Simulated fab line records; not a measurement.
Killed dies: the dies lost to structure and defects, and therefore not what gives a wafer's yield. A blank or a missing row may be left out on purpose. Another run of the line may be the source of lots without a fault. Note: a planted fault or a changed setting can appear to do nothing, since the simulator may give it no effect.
Chamber matching | flow sky130 | SKY_VIA3_ETCH_15 on rie-diel-03: 4 sister chambers
The step etches SiO2 in C4F8/O2/Ar, stops on TiN, target depth 507 nm, time 78 s. 16 wafers are shown with their chamber, then 8 later ones without.

## WAFERS, EACH WITH ITS CHAMBER
wafer  | chamber | oes-product-au (a.u.)
L080.2 | 2       | 0.944
L080.3 | 3       | 0.947
L080.6 | 3       | 0.951
L079.1 | 2       | 0.946
L079.2 | 3       | 0.951
L079.4 | 1       | 0.944
L082.2 | 1       | 0.952
L082.3 | 2       | 0.948
L082.5 | 3       | 0.942
L084.1 | 1       | 0.951
L084.3 | 2       | 0.944
L084.6 | 2       | 0.951
L088.1 | 0       | 0.956
L088.5 | 2       | 0.954
L088.6 | 3       | 0.950
L090.2 | 2       | 0.945

SIGNATURES (averages over the wafers above)
reading        | chamber 0 | chamber 1 | chamber 2 | chamber 3 | scatter within a chamber
oes-product-au | 0.95600   | 0.94900   | 0.94743   | 0.94820   | 0.00392
Rule: for a wafer and a chamber, the distance is found by dividing, reading by reading, the gap between the wafer's reading and the chamber's mean by the reading's scatter, squaring, summing and taking the root. The wafer belongs to the nearest chamber; if the next one is less than 2 further off, it can't be placed. The scatter: take each reading less its chamber's mean, square it, sum over the shown wafers, divide by the number of wafers less the number of chambers, and take the root.

## WAFERS WHOSE CHAMBER IS MISSING
wafer  | oes-product-au (a.u.)
L090.3 | 0.941
L090.5 | 0.948
L093.3 | 0.953
L093.4 | 0.949
L093.6 | 0.934
L097.2 | 0.956
L097.3 | 0.957
L097.5 | 0.948

## CHAMBER TAKEN BY EACH
wafer  | from the rows above               | in truth
L090.3 | can't be placed: 2 or 3 or 1      | 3
L090.5 | can't be placed: 3 or 2 or 1 or 0 | 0
L093.3 | can't be placed: 0 or 1 or 3 or 2 | 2
L093.4 | can't be placed: 1 or 3 or 2 or 0 | 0
L093.6 | can't be placed: 2 or 3 or 1      | 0
L097.2 | can't be placed: 0 or 1 or 3      | 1
L097.3 | can't be placed: 0 or 1 or 3      | 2
L097.5 | can't be placed: 3 or 2 or 1 or 0 | 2
Correctly placed: 0 of 8. These rows do not allow placing 8 (true chamber among the candidates in 6). Wrongly placed: 0.
